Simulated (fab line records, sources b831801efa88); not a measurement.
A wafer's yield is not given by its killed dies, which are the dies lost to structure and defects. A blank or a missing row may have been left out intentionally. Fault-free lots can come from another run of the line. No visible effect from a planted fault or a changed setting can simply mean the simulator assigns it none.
8D (eight disciplines) problem report, filled in by code :: flow gf180mcu :: the parts of the form that need people (team, actions taken, sign-off) are left out

## 1. WHAT WENT WRONG
Wafers without a fault read 160.00, standard deviation 0.043; beam-energy-keV at GF_NWELL_IMPLANT_09 reads a mean of 184.59 on 6 wafers belonging to 2 lots. So: +99 or more standard deviations from the usual mean.
First observed at day 7 06:34: wafer L295.3, on implanter-02. The record holds 42 wafers of 14 lots with a number at this step. Rule for "out", or "out of limits": more than 4 standard deviations from the usual mean. Any other wafer with a number is counted as sound.

## 2. WHAT THIS IS AND IS NOT
question: which readings at this step
is: beam-energy-keV
is not: -

question: which lots
is: L295, L297
is not: L279, L280, L281, L282, L283, L284, L286, L287, L294, L298, L299, L301

question: which wafers of those lots
is: all that have a number
is not: -

question: read on which tools
is: implanter-02
is not: implanter-04

question: when
is: from day 7 06:34
is not: up to then (27 sound wafers); but 9 sound wafers of L298, L299, L301 came after

## 3. THE SUSPECTS, EACH WITH WHAT RULES IT OUT
Counting: any tool at a process step up to the reading is kept as a suspect provided that every lot that is out went through it and no sound lot did after the first of them.
- implanter-02 at GF_NWELL_IMPLANT_09: kept. It processed each lot that is out, first L295 at day 7 06:34, and no sound lot thereafter; up to then, the last sound lot it processed was L294 at day 6 19:44. On those wafers its own readings are out: beam-energy-keV.
After counting, what remains is implanter-02 at GF_NWELL_IMPLANT_09.

## 4. THE CAUSE (what the simulator had put in)
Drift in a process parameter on implanter-02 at GF_NWELL_IMPLANT_09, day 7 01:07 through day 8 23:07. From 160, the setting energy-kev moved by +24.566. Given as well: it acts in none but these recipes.
After counting, this tool was the only one left.

## 5. THE CHAIN OF EFFECTS, in route order
One row per reading whose mean, taken over the struck wafers that have a number, lies over 3 standard deviations from the usual. Scope: only readings with a usual standard deviation given in the record; hours: median across lots of the time from each lot's start at the first step in this table that gives one to its start at this step; sigmas: change in usual standard deviations.
hours: 0
step: GF_NWELL_IMPLANT_09
reading: beam-energy-keV
usual: 160.00
on struck wafers: 184.59
change: +24.59
sigmas: +99 or more
Process steps it contains:
- GF_NWELL_IMPLANT_09
At these later measuring or inspecting steps, every struck wafer for which the step has a row has a number for every such reading, and none has moved that far: GF_MVSD_OVL_MEAS_07, GF_VT_IMPLANT_TW_MEAS_10.

## 6. HOW IT WOULD HAVE BEEN CAUGHT EARLIER
In this record the first reading out of limits was taken at day 7 06:34, 5 hours after the fault began at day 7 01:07.
